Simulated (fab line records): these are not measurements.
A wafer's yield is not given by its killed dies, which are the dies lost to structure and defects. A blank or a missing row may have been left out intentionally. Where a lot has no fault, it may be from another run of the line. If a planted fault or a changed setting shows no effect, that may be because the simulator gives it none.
A struck lot beside a sound one	flow sky130	43 out of 708 route steps
Sound: wafers L285.2, L285.4, L285.6. Struck: wafers L295.1, L295.2, L295.4. The cause is given at the end.
For every step that has rows: the tool of each side, followed by ch and its chambers, followed by its first start. Under that, the readings that differ: sound wafers	struck wafers	difference of the means	sigmas: that difference in standard deviations of wafers without a fault.
alike: words and numbers the same on both sides, and readings whose means are apart by under 2 such deviations; not compared: readings that were withheld, readings missing a value for some wafer, numbers with overlapping values and no deviation given by the record, and bounds like >300 which may hide the same value.
The two part at a step that has a row with sigmas, a row that says differs or no value, or rows on one side only. Numbers that don't overlap but have no deviation are shown without sigmas and don't part them. A reading missing from all wafers of one side parts the sides only when that side holds two or more wafers.

first, 7 steps without rows for these wafers: SKY_METAL4_HMDS_06 (prime time 60 s); SKY_METAL4_COAT_07 (resist thk 60 nm); SKY_METAL4_COAT_08 (resist thk 1140 nm); SKY_METAL4_SOFTBAKE_09 (time 90 s); SKY_METAL4_EXPOSE_10 (exposes mask MM4, target cd 300 nm); SKY_METAL4_PEB_11; SKY_METAL4_DEVELOP_12 (develop time 60 s).
SKY_METAL4_CD_MEAS_13: target cd 300 nm.
  sound on cd-sem-02 at day 41 10:27; struck on cd-sem-02 at day 45 08:16
  alike: cd-nm
SKY_METAL4_OVL_MEAS_14:
  sound on overlay-02 at day 41 10:33; struck on overlay-01 at day 45 08:23
  alike: METAL4_OVL
then, 3 steps without rows for these wafers: SKY_METAL4_DESCUM_15 (chemistry O2, time 8 s); SKY_METAL4_ETCH_16 (etches BARC in N2/H2, stops on SiO2, time 88.2 s, target depth 60 nm); SKY_METAL4_ETCH_17 (etches SiO2 in C4F8/O2/Ar, stops on TiN, time 3.9 s, target depth 15 nm).
SKY_METAL4_METAL_ETCH_18: etches the open film in Cl2/BCl3, stops on SiO2, target depth 845 nm, time 183.1 s.
  sound on rie-metal-01 ch 0, day 41 10:52; struck on rie-metal-01 ch 0,1, day 45 08:34
  alike: drypump-motor-current-A, oes-product-au, throttle-valve-pct
  not compared: rf-hours-counter-h
then, 5 steps without rows for these wafers: SKY_METAL4_STRIP_19 (strips in O2/N2); SKY_METAL4_STRIP_20 (strips in post etch residue remover, time 1200 s); SKY_METAL4_CLEAN_21 (cleans in IPA, time 180 s); SKY_METAL4_CLEAN_22 (cleans in O3/DIW); SKY_VIA4_HDPCVD_00 (deposits SiO2, target thk 1750 nm, time 291.7 s).
SKY_VIA4_THK_MEAS_01:
  sound on film-metro-04 at day 41 11:49; struck on film-metro-03 at day 45 09:31
  alike: VIA4_HDPCVD_THK
SKY_VIA4_CMP_02: polishes SiO2.
  sound on cmp-01 ch 0,1,3, day 41 11:58; struck on cmp-02 ch 1,2,3, day 45 09:35
  alike: head-pressure-psi, motor-current-A, slurry-flow-ml-min
SKY_VIA4_BOW_MEAS_03:
  sound on film-metro-04 at day 41 12:11; struck on film-metro-04 at day 45 09:53
  alike: VIA4_BOW
then, 7 steps without rows for these wafers: SKY_VIA4_DEHYDRATE_04 (time 60 s); SKY_VIA4_HMDS_05 (prime time 60 s); SKY_VIA4_COAT_06 (resist thk 1140 nm); SKY_VIA4_SOFTBAKE_07 (time 60 s); SKY_VIA4_EXPOSE_08 (exposes mask VIM4, target cd 800 nm); SKY_VIA4_PEB_09; SKY_VIA4_DEVELOP_10 (develop time 60 s).
SKY_VIA4_OVL_MEAS_11:
  sound on overlay-01 at day 42 11:16; struck on overlay-01 at day 46 06:34
  alike: VIA4_OVL
then, 1 step without rows for these wafers: SKY_VIA4_ETCH_12 (etches SiO2 in C4F8/O2/Ar, stops on TiN, target depth 580 nm).
SKY_VIA4_STRIP_13: strips in O2/N2.
  sound on plasma-asher-02 ch 0,1, day 42 11:23; struck on plasma-asher-01 ch 0,1, day 46 06:41
  alike: drypump-motor-current-A, n2-flow-sccm, oes-product-au, strip-time-to-endpoint-s
  not compared: rf-hours-counter-h
then, 4 steps without rows for these wafers: SKY_VIA4_STRIP_14 (strips in post etch residue remover, time 1200 s); SKY_VIA4_CLEAN_15 (cleans in IPA, time 180 s); SKY_VIA4_CLEAN_16 (cleans in O3/DIW); SKY_VIA4_SPUTTER_17 (material TiN, target thk 20 nm, time 80 s).
SKY_VIA4_CVD_18: deposits W, target thk 505 nm, time 152.14 s.
  sound on cvd-w-02 ch 0,1, day 42 12:02; struck on cvd-w-01 ch 0,1, day 46 07:23
  alike: heater-power-w
SKY_VIA4_RS_MEAS_19: measurement is done with a four-point probe.
  sound on film-metro-01 at day 42 12:12; struck on film-metro-03 at day 46 07:32
  alike: VIA4_W_RS
SKY_VIA4_THK_MEAS_20: measures by xrf.
  sound on film-metro-01 at day 42 12:19; struck on film-metro-03 at day 46 07:39
  alike: VIA4_W_THK
then, 1 step without rows for these wafers: SKY_VIA4_CMP_21 (polishes, stops on SiO2, t overpolish 25 s, target thk 0 nm).
SKY_METAL5_SPUTTER_00: material Ti, target thk 15 nm, time 10 s.
  sound on pvd-sputter-02 at day 42 12:40; struck on pvd-sputter-02 at day 46 08:38
  alike: throttle-valve-pct
then, 1 step without rows for these wafers: SKY_METAL5_SPUTTER_01 (material TiN, target thk 20 nm, time 16.7 s).
SKY_METAL5_SPUTTER_02: material AlCu, target thk 1150 nm, time 59.67 s.
  sound on pvd-sputter-02 at day 42 12:43; struck on pvd-sputter-02 at day 46 08:41
  alike: throttle-valve-pct
-- the record jumps here: 2 days lie between the struck wafers' starts before and after (it left off in module METAL5 and takes up again in module PAD_OPEN, whose first step shown is number 708 of the route) --
SKY_PAD_OPEN_PROBE_99:
  sound on prober-02 at day 45 11:47; struck on prober-01 at day 48 18:41
reading	sound	struck	difference	sigmas
defect-limited-yield (%)	79.3 80.1 83.1	74.6 70.1 72.8	-8.3	-4
killed_at_M0_to_M3	66 46 46	32 43 32	-17	-2
killed_at_M4_up	2 2 4	57 61 66	+59	+31
killed-dies	102 98 83	125 147 134	+41	+4
killed-open	55 61 54	42 46 40	-14	-2
sort_bin_3_pad_short (%)	0.8 1.0 0.8	3.3 4.7 3.9	+3.1	+8
sort_bin_5_function (%)	12.4 12.6 10.0	15.9 15.4 18.5	+4.9	+3
sort-n-pass	390 394 409	367 345 358	-41	-4
sort-yield-pct (%)	79.3 80.1 83.1	74.6 70.1 72.8	-8.3	-4
model.etest.tester.sort-n-pass	390 394 409	367 345 358	-41	
model.etest.tester.sort-yield-pct (%)	79.27 80.08 83.13	74.59 70.12 72.76	-8.34	
model.etest.tester.sort_bin_5_pct (%)	12.4 12.6 9.959	15.85 15.45 18.5	+4.95	
model.etest.tester.sort_bin_3_pct (%)	0.813 1.016 0.813	3.252 4.675 3.862	+3.049	
  alike: killed-at-contacts, killed-at-front-end, killed-at-other, killed-short, sort_bin_6_memory

== WHERE THEY PART ==
At SKY_PAD_OPEN_PROBE_99 and nowhere else, as far as this record goes.

WHY: whatever the simulator had introduced
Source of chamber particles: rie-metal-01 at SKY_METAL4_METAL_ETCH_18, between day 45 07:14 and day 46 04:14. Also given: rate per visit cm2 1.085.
